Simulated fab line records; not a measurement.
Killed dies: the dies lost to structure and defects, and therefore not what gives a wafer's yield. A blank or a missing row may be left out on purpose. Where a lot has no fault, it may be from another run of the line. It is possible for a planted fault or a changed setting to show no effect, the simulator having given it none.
Which tool did it? || flow sky130 || 13 lots, 39 wafers sampled, at 2 steps of a route of 708

WHAT THE GAUGES SHOWED, per wafer
SKY_CONTACT_CD_MEAS_14: the cd target is 170 nm.
{"lot": "L365", "measured": "day 31 21:36", "on": "cd sem-02", "cd nm (nm)": "172.3 173.7 170.9"}
{"lot": "L366", "measured": "day 32 04:38", "on": "cd sem-01", "cd nm (nm)": "171.0 171.3 172.1"}
{"lot": "L367", "measured": "day 32 22:04", "on": "cd sem-02", "cd nm (nm)": "167.4 167.4 168.2"}
{"lot": "L368", "measured": "day 33 00:45", "on": "cd sem-02", "cd nm (nm)": "171.1 171.1 171.1"}
{"lot": "L369", "measured": "day 33 14:24", "on": "cd sem-02", "cd nm (nm)": "169.7 170.3 170.3"}
{"lot": "L370", "measured": "day 33 21:43", "on": "cd sem-02", "cd nm (nm)": "171.9 170.4 169.1"}
{"lot": "L371", "measured": "day 34 02:11", "on": "cd sem-02", "cd nm (nm)": "170.2 169.6 169.9"}
{"lot": "L373", "measured": "day 34 17:05", "on": "cd sem-02", "cd nm (nm)": "170.5 170.5 168.6"}
{"lot": "L381", "measured": "day 36 21:59", "on": "cd sem-02", "cd nm (nm)": "168.9 168.9 168.0"}
{"lot": "L384", "measured": "day 37 18:36", "on": "cd sem-01", "cd nm (nm)": "172.5 172.0 171.5"}
{"lot": "L385", "measured": "day 38 10:42", "on": "cd sem-01", "cd nm (nm)": "171.7 171.9 172.5"}
{"lot": "L387", "measured": "day 38 14:13", "on": "cd sem-01", "cd nm (nm)": "170.7 171.8 171.6"}
{"lot": "L388", "measured": "day 38 17:01", "on": "cd sem-02", "cd nm (nm)": "171.8 173.0 172.7"}

SKY_VIA1_OVL_MEAS_13.
{"lot": "L365", "measured": "day 34 07:56", "on": "overlay-01", "VIA1_OVL (nm)": "-2 3 -1"}
{"lot": "L366", "measured": "day 34 13:38", "on": "overlay-02", "VIA1_OVL (nm)": "-7 -5 -3"}
{"lot": "L367", "measured": "day 35 07:12", "on": "overlay-02", "VIA1_OVL (nm)": "-6 -3 -3"}
{"lot": "L368", "measured": "day 35 09:08", "on": "overlay-01", "VIA1_OVL (nm)": "1 -5 -5"}
{"lot": "L369", "measured": "day 35 22:59", "on": "overlay-01", "VIA1_OVL (nm)": "-6 -6 -2"}
{"lot": "L370", "measured": "day 36 06:08", "on": "overlay-01", "VIA1_OVL (nm)": "0 -4 -2"}
{"lot": "L371", "measured": "day 36 10:29", "on": "overlay-02", "VIA1_OVL (nm)": "4 2 0"}
{"lot": "L373", "measured": "day 37 00:01", "on": "overlay-02", "VIA1_OVL (nm)": "0 3 8"}
{"lot": "L381", "measured": "day 39 05:12", "on": "overlay-01", "VIA1_OVL (nm)": "2 -3 -4"}
{"lot": "L384", "measured": "day 40 00:14", "on": "overlay-02", "VIA1_OVL (nm)": "-3 -5 -4"}
{"lot": "L385", "measured": "day 40 15:38", "on": "overlay-01", "VIA1_OVL (nm)": "-4 0 0"}
{"lot": "L387", "measured": "day 40 18:40", "on": "overlay-02", "VIA1_OVL (nm)": "-11 -7 -2"}
{"lot": "L388", "measured": "day 40 22:17", "on": "overlay-01", "VIA1_OVL (nm)": "-3 -5 -13"}

EACH LOT AND THE TOOL THAT RAN IT (in order: tool; ch and the chambers of the sampled wafers; start)
The record shows no process step preceding these readings.

WHAT THE TOOLS THEMSELVES READ (means of the sampled wafers that have a number; where no wafer has one, the mark that the record gives instead)
The record holds no such reading with a usual standard deviation.

THE ANSWER, worked out from the rows above alone
Rule: the usual values come from the lots themselves. The widest of any qualifying gaps counts: lots, ordered by their means at a reading, are off when they make up no more than a third of the lots, leave a main group of 4 or more, and stand apart from it by 3 or more times the standard deviation of that group's means. A main group is skipped when, at the precision printed for the reading in the tables above, its means are all equal. A lot without any number at a reading at which 4 lots or more have one is off too. Any other lot the step has rows for is counted as sound. The gauges are gone through in route order, then the tools' own readings, and for those a lot's mean is taken as printed above. At the first step where some lot is off, the reading lying furthest off is the one used; lots without a number count as furthest.
No lot is off at any reading shown: from this, nothing can be told.

WHAT THE SIMULATOR HAD PUT IN
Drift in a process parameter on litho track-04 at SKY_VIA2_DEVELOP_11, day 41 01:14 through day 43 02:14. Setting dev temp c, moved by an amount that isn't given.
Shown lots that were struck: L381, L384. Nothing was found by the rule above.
